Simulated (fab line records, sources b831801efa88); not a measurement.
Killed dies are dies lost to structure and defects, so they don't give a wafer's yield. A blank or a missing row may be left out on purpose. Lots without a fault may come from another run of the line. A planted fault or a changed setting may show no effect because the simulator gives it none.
fab line records | flow sky130
record lots=6 wafers=18 last_day=49
route steps=708 shown PWDE@54 NWELL@56
lots that met no fault: from a run of the same line without faults
start_h: hours from the record's first day to the start of the lot's first wafer shown | wait_h: hours since the lot's step before | " the same as in the row above | L1.1+2: a row that stands for several wafers | - no value, or no start given | * or withheld: withheld | < > ~ a bound
route shown NAME@n: a module of which the file shows steps, and the number in the route of the first | usual: mean/standard deviation of fault-free wafers | same: alike in all rows | chamber/n: place in a boat | sites: the reading at each site | _std_site: their standard deviation | _edge_site: outer sites' mean less inner sites' | radius_mm: how far each site lies from the wafer's centre | mask NAME#n: copy n | behind: the tool/chamber that last shaped the wafer | hold: why the lot was held/for how many hours/how that ended | device: the transistor (n, p or np) that didn't switch | end of line: the same wafers' tests at the end of the route | a step without rows: its recipe alone | killed: dies lost to structure and defects at the first sort, not the wafer's yield | map: a wafer's dies, x killed, . not, _ none there
set.NAME: the setting as run; set.NAME@STEP: as run at that earlier step | model.NAME: the simulator's own value behind a step, which no gauge read
lots at some steps of the route; a table a step, a row a wafer
services: from which hour (start_h, from the record's first day; less than 0 if before it) a tool's chamber was out of use, for how many hours, and why
## steps
# step SKY_PWDE_STRIP_09
# recipe chemistry=O2/N2 power_w=1400 pressure_mtorr=1500 platen_temp_c=withheld o2_flow_sccm=3000 n2_flow_sccm=300 overash_fraction=0.5
# usual drypump_motor_current_A=5.7/0.43 oes_product_au=0.723/0.0045 strip_time_to_endpoint_s=36.94/0.11
# columns lot.wafer tool chamber start_h wait_h drypump_motor_current_A oes_product_au rf_hours_counter_h strip_time_to_endpoint_s
L353.3 plasma_asher-04 1 93.28 0.1 6.2 0.718 - 37.19
L353.4 " 0 " " 5.8 0.722 - 37.08
L353.6 " 1 " " 6.2 0.721 - 36.98
L354.1 plasma_asher-03 1 95.50 0.1 4.8 0.712 42 37.06
L354.3 " 1 " " 4.9 0.733 - 37.07
L354.4 " 0 " " 5.3 0.720 - 37.05
L362.1 plasma_asher-02 0 144.11 0.1 5.7 0.726 33 36.99
L362.4 " 0 " " 5.7 0.729 - 36.98
L362.5 " 0 " " 5.7 0.734 - 36.83
L363.1 plasma_asher-03 0 150.16 0.1 5.3 0.724 3 36.88
L363.3 " 0 " " 5.3 0.720 - 36.88
L363.5 " 1 " " 4.9 0.725 - 36.95
L364.3 plasma_asher-03 1 155.09 0.1 4.9 0.726 - 36.80
L364.4 " 0 " " 5.3 0.730 - 36.89
L364.6 " 0 " " 5.3 0.724 - 36.95
L365.2 plasma_asher-03 1 163.99 0.1 4.8 0.719 5 36.76
L365.5 " 1 " " 4.9 0.721 - 36.89
L365.6 " 0 " " 5.3 0.719 - 36.97
# step SKY_PWDE_TW_MEAS_10
# usual PWDE_TW=375.2/2
# columns lot.wafer tool chamber start_h wait_h PWDE_TW
L353.3 film_metro-02 - 93.36 0.1 377.5
L353.4 " - " " 376.6
L353.6 " - " " 377.7
L354.1 film_metro-02 - 95.60 0.1 376.0
L354.3 " - " " 375.2
L354.4 " - " " 374.8
L362.1 film_metro-02 - 144.21 0.1 374.3
L362.4 " - " " 370.5
L362.5 " - " " 372.2
L363.1 film_metro-01 - 150.26 0.1 374.4
L363.3 " - " " 373.3
L363.5 " - " " 375.3
L364.3 film_metro-01 - 155.18 0.1 377.0
L364.4 " - " " 376.3
L364.6 " - " " 377.1
L365.2 film_metro-01 - 164.10 0.1 375.2
L365.5 " - " " 376.6
L365.6 " - " " 375.8
# step SKY_NWELL_DEHYDRATE_03
# recipe temp_c=200 time_s=60
# step SKY_NWELL_HMDS_04
# recipe prime_time_s=60 prime_temp_c=120
# step SKY_NWELL_COAT_05
# recipe spin_rpm=2000 resist_thk_nm=3000
# step SKY_NWELL_SOFTBAKE_06
# recipe temp_c=110 time_s=withheld
# step SKY_NWELL_EXPOSE_07
# recipe mask_id=NWM na=0.6 source_shape=conventional sigma_outer=0.6 polarization=unpolarized target_cd_nm=840 dose_mj=255
# step SKY_NWELL_PEB_08
# recipe temp_c=115 time_s=withheld
# step SKY_NWELL_DEVELOP_09
# recipe wall_angle_deg=90 developer=TMAH develop_time_s=60 dev_temp_c=23
# step SKY_NWELL_OVL_MEAS_10
# usual NWELL_00_OVL=0.4/1.6
# columns lot.wafer tool chamber start_h wait_h NWELL_00_OVL[nm]
L353.3 overlay-02 - 110.13 - 0.9
L353.4 " - " " 2.7
L353.6 " - " " 1.6
L354.1 overlay-02 - 112.72 - 2.2
L354.3 " - " " 2.3
L354.4 " - " " 0.3
L362.1 overlay-01 - 163.68 - -1.1
L362.4 " - " " -2.9
L362.5 " - " " -1.7
L363.1 overlay-02 - 169.11 - 1.7
L363.3 " - " " 0.3
L363.5 " - " " 0.8
L364.3 overlay-01 - 174.58 - 0.1
L364.4 " - " " 0.8
L364.6 " - " " 2.9
L365.2 overlay-02 - 184.61 - 0.7
L365.5 " - " " 0.5
L365.6 " - " " 0.2
# step SKY_NWELL_IMPLANT_11
# recipe species=P energy_kev=400 dose_cm2=1.9e+13 tilt_deg=withheld
# step SKY_NWELL_IMPLANT_12
# recipe species=P energy_kev=120 dose_cm2=1.3e+12 tilt_deg=withheld
# step SKY_NWELL_IMPLANT_13
# recipe species=P energy_kev=50 dose_cm2=7e+11 tilt_deg=withheld
# usual beam_energy_keV=49.998/0.016 beam_on_s=10.01/0.19
# columns lot.wafer tool chamber start_h wait_h beam_energy_keV beam_on_s
L353.3 implanter-03 0 110.51 0.1 49.985 10.12
L353.4 " 0 " " 49.963 10.22
L353.6 " 0 " " 49.968 9.65
L354.1 implanter-03 0 113.06 0.1 50.014 10.12
L354.3 " 0 " " 50.038 9.79
L354.4 " 0 " " 50.013 10.03
L362.1 implanter-03 - 164.02 0.1 - -
L362.4 " - " " - -
L362.5 " - " " - -
L363.1 implanter-02 - 169.44 0.1 - -
L363.3 " - " " - -
L363.5 " - " " - -
L364.3 implanter-04 0 174.96 0.1 50.006 9.87
L364.4 " 0 " " 49.977 10.08
L364.6 " 0 " " 50.018 10.09
L365.2 implanter-03 0 184.97 0.1 50.016 10.31
L365.5 " 0 " " 50.007 10.23
L365.6 " 0 " " 50.006 9.84
# step SKY_NWELL_STRIP_14
# recipe chemistry=O2/N2 power_w=1400 pressure_mtorr=1500 platen_temp_c=withheld o2_flow_sccm=3000 n2_flow_sccm=300 overash_fraction=0.5
# usual drypump_motor_current_A=5.7/0.34 oes_product_au=0.722/0.0046 strip_time_to_endpoint_s=36.88/0.11
# columns lot.wafer tool chamber start_h wait_h drypump_motor_current_A oes_product_au rf_hours_counter_h strip_time_to_endpoint_s
L353.3 plasma_asher-02 1 110.64 0.1 5.8 0.716 - 37.03
L353.4 " 0 " " 5.7 0.714 - 36.95
L353.6 " 0 " " 5.7 0.729 - 37.03
L354.1 plasma_asher-02 0 113.21 0.1 5.7 0.725 30 37.00
L354.3 " 0 " " 5.7 0.728 - 37.05
L354.4 " 1 " " 5.8 0.718 - 36.99
L362.1 plasma_asher-04 0 164.17 0.1 5.8 0.715 48 36.81
L362.4 " 0 " " 5.8 0.722 - 36.69
L362.5 " 0 " " 5.8 0.722 - 36.77
L363.1 plasma_asher-04 0 169.59 0.1 5.9 0.720 48 36.85
L363.3 " 1 " " 6.2 0.721 - 36.97
L363.5 " 0 " " 5.9 0.714 - 36.96
L364.3 plasma_asher-01 1 175.09 0.1 5.5 0.720 - 36.91
L364.4 " 0 " " 5.1 0.720 - 36.89
L364.6 " 0 " " 5.1 0.727 - 36.86
L365.2 plasma_asher-04 1 185.09 0.1 6.3 0.725 50 36.92
L365.5 " 0 " " 5.8 0.713 - 36.87
L365.6 " 1 " " 6.3 0.722 - 36.84
# step SKY_NWELL_TW_MEAS_15
# usual NWELL_TW=1825/12
# columns lot.wafer tool chamber start_h wait_h NWELL_TW
L353.3 film_metro-01 - 110.73 0.1 1829
L353.4 " - " " 1834
L353.6 " - " " 1831
L354.1 film_metro-02 - 113.31 0.1 1821
L354.3 " - " " 1816
L354.4 " - " " 1812
L362.1 film_metro-03 - 164.27 0.1 1813
L362.4 " - " " 1806
L362.5 " - " " 1802
L363.1 film_metro-01 - 169.69 0.1 1820
L363.3 " - " " 1822
L363.5 " - " " 1824
L364.3 film_metro-02 - 175.18 0.1 1837
L364.4 " - " " 1835
L364.6 " - " " 1850
L365.2 film_metro-03 - 185.20 0.1 1821
L365.5 " - " " 1819
L365.6 " - " " 1824
# step SKY_NWELL_DEHYDRATE_16
# recipe temp_c=200 time_s=60
# step SKY_NWELL_HMDS_17
# recipe prime_time_s=60 prime_temp_c=120
# step SKY_NWELL_COAT_18
# recipe spin_rpm=2000 resist_thk_nm=3000
# step SKY_NWELL_SOFTBAKE_19
# recipe temp_c=110 time_s=withheld
# step SKY_NWELL_EXPOSE_20
# recipe mask_id=NWM_COMPLEMENT na=0.6 source_shape=conventional sigma_outer=0.6 polarization=unpolarized target_cd_nm=840 dose_mj=260
# step SKY_NWELL_PEB_21
# recipe temp_c=115 time_s=withheld
# step SKY_NWELL_DEVELOP_22
# recipe wall_angle_deg=90 developer=TMAH develop_time_s=60 dev_temp_c=23
# step SKY_NWELL_OVL_MEAS_23
# usual NWELL_01_OVL=-0.7/1.2
# columns lot.wafer tool chamber start_h wait_h NWELL_01_OVL[nm]
L353.3 overlay-02 - 128.60 - -0.6
L353.4 " - " " -1.2
L353.6 " - " " -0.9
L354.1 overlay-02 - 131.87 - -3.0
L354.3 " - " " -1.8
L354.4 " - " " -1.6
L362.1 overlay-02 - 184.93 - -0.4
L362.4 " - " " -1.4
L362.5 " - " " -0.6
L363.1 overlay-01 - 191.07 - -0.6
L363.3 " - " " -1.3
L363.5 " - " " -1.6
L364.3 overlay-01 - 196.07 - -3.4
L364.4 " - " " -2.2
L364.6 " - " " -3.0
L365.2 overlay-02 - 206.76 - 1.2
L365.5 " - " " -0.8
L365.6 " - " " -0.8
# step SKY_NWELL_IMPLANT_24
# recipe species=B energy_kev=140 dose_cm2=9.2e+12 tilt_deg=withheld
# step SKY_NWELL_STRIP_25
# recipe chemistry=O2/N2 power_w=1400 pressure_mtorr=1500 platen_temp_c=withheld o2_flow_sccm=3000 n2_flow_sccm=300 overash_fraction=0.5
# usual drypump_motor_current_A=5.6/0.42 oes_product_au=0.723/0.0051 strip_time_to_endpoint_s=36.91/0.11
# columns lot.wafer tool chamber start_h wait_h drypump_motor_current_A oes_product_au rf_hours_counter_h strip_time_to_endpoint_s
L353.3 plasma_asher-01 1 128.80 0.1 5.5 0.731 - 37.01
L353.4 " 0 " " 5.1 0.716 - 37.02
L353.6 " 0 " " 5.1 0.719 - 37.04
L354.1 plasma_asher-04 0 132.06 0.1 5.8 0.719 44 36.92
L354.3 " 0 " " 5.9 0.730 - 36.97
L354.4 " 1 " " 6.3 0.717 - 36.87
L362.1 plasma_asher-01 0 185.12 0.1 5.1 0.725 50 36.76
L362.4 " 1 " " 5.4 0.724 - 36.83
L362.5 " 0 " " 5.1 0.726 - 36.72
L363.1 plasma_asher-01 1 191.26 0.1 5.4 0.729 51 36.95
L363.3 " 1 " " 5.4 0.720 - 36.99
L363.5 " 0 " " 5.1 0.720 - 37.04
L364.3 plasma_asher-04 0 196.28 0.1 5.9 0.710 - 36.92
L364.4 " 1 " " 6.3 0.724 - 36.96
L364.6 " 1 " " 6.2 0.728 - 36.83
L365.2 plasma_asher-01 1 206.94 0.1 5.5 0.728 52 36.82
L365.5 " 0 " " 5.1 0.716 - 36.87
L365.6 " 1 " " 5.5 0.720 - 36.83
# step SKY_NWELL_TW_MEAS_26
# usual NWELL_2_TW=497.4/2.6
# columns lot.wafer tool chamber start_h wait_h NWELL_2_TW
L353.3 film_metro-03 - 128.89 0.1 495.0
L353.4 " - " " 496.1
L353.6 " - " " 497.4
L354.1 film_metro-03 - 132.16 0.1 494.1
L354.3 " - " " 495.2
L354.4 " - " " 497.3
L362.1 film_metro-01 - 185.22 0.1 494.4
L362.4 " - " " 498.7
L362.5 " - " " 496.8
L363.1 film_metro-01 - 191.36 0.1 501.9
L363.3 " - " " 498.8
L363.5 " - " " 500.8
L364.3 film_metro-02 - 196.36 0.1 499.0
L364.4 " - " " 499.7
L364.6 " - " " 498.9
L365.2 film_metro-02 - 207.05 0.1 498.5
L365.5 " - " " 494.5
L365.6 " - " " 498.1
# step SKY_NWELL_CLEAN_27
# recipe chemistry=SC1/SC2 mix=1:4:20 temp_c=70 time_s=150 dry=n2_spin
# step SKY_NWELL_RTA_28
# recipe temp_c=1050 time_s=30 idle_temp_c=650 ramp_up_c_per_s=150 ramp_down_c_per_s=90 ambient=N2
# usual lamp_power_pct=25.31/0.052 wafer_temp_C_max=1055.0/0.99
# columns lot.wafer tool chamber start_h wait_h lamp_power_pct wafer_temp_C_max
L353.3 rtp_anneal-02 0 129.02 0.0 25.27 1056.8
L353.4 " 0 " " 25.26 1055.6
L353.6 " 0 " " 25.26 1054.2
L354.1 rtp_anneal-01 0 132.27 0.0 25.29 1054.1
L354.3 " 0 " " 25.27 1055.1
L354.4 " 0 " " 25.36 1055.0
L362.1 rtp_anneal-02 0 185.33 0.0 25.31 1055.1
L362.4 " 0 " " 25.30 1057.1
L362.5 " 0 " " 25.28 1055.6
L363.1 rtp_anneal-02 0 191.47 0.0 25.28 1054.3
L363.3 " 0 " " 25.31 1055.1
L363.5 " 0 " " 25.32 1054.7
L364.3 rtp_anneal-02 0 196.49 0.0 25.33 1054.2
L364.4 " 0 " " 25.30 1055.9
L364.6 " 0 " " 25.23 1055.3
L365.2 rtp_anneal-02 0 207.17 0.0 25.30 1054.7
L365.5 " 0 " " 25.34 1054.9
L365.6 " 0 " " 25.34 1054.6
# step SKY_NWELL_RS_MEAS_29
# recipe thk_meas_gauge=four-point-probe
# usual NWELL_RS=624.0/1.7
# columns lot.wafer tool chamber start_h wait_h NWELL_RS[ohm/sq]
L353.3 film_metro-01 - 129.13 0.1 623.8
L353.4 " - " " 623.0
L353.6 " - " " 623.2
L354.1 film_metro-01 - 132.37 0.1 622.8
L354.3 " - " " 623.7
L354.4 " - " " 621.9
L362.1 film_metro-03 - 185.43 0.1 650.5
L362.4 " - " " 649.1
L362.5 " - " " 650.1
L363.1 film_metro-03 - 191.57 0.1 653.3
L363.3 " - " " 651.2
L363.5 " - " " 651.1
L364.3 film_metro-03 - 196.60 0.1 623.6
L364.4 " - " " 625.7
L364.6 " - " " 622.3
L365.2 film_metro-03 - 207.27 0.1 623.8
L365.5 " - " " 623.7
L365.6 " - " " 625.3
## services
# columns tool chamber start_h hours kind
plasma_asher-01 - 86.17 3.5 repair
implanter-04 - 93.02 3.1 repair
plasma_asher-03 - 95.94 0.7 repair
implanter-04 - 108.23 4.6 pm
plasma_asher-03 - 108.75 9.0 pm
plasma_asher-03 0 108.75 9.0 vent_cycle
plasma_asher-03 1 108.75 9.0 vent_cycle
plasma_asher-03 0 117.75 - clean
plasma_asher-03 1 117.75 - clean
implanter-02 - 139.96 6.2 repair
implanter-02 - 147.25 3.2 repair
plasma_asher-02 - 148.94 16.0 pm
implanter-04 - 151.02 5.3 repair
implanter-02 - 153.69 2.9 pm
rtp_anneal-01 - 156.84 97.5 pm
plasma_asher-02 - 171.47 1.2 repair
## key
first_sign step=SKY_NWELL_IMPLANT_13 reading=tool_record direction=missing
effect step=SKY_NWELL_RS_MEAS_29 reading=NWELL_RS direction=up sigmas=16 usual=624.0 struck=650.9
met_at SKY_NWELL_IMPLANT_13
struck_wafers L362.1,L362.4,L362.5,L363.1,L363.3,L363.5
later_rows_left_out L362.1,L362.4,L362.5,L363.1,L363.3,L363.5
sort_left_out L362.1,L362.4,L362.5,L363.1,L363.3,L363.5
tester_left_out L362,L363
onset_between 113.06 164.02
fault kind=skipped_step_whole tool=implanter-02,implanter-03 chamber=- onset_h=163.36 steps=SKY_NWELL_IMPLANT_13 scope=struck_lots_only
# tester_left_out: of these lots the tester's yield and bins aren't shown, on N5 and GAA mostly nor the transistor test; their killed dies are dies lost to structure and defects alone, not to doping, threshold or leakage, so they don't give the yield
# sort_left_out: the simulated sort isn't trusted on such a fault, so these wafers' sort isn't shown, and their yield isn't known
# later_rows_left_out: the simulator's readings of these wafers behind a module that went badly wrong aren't trusted and aren't shown, but for the sort
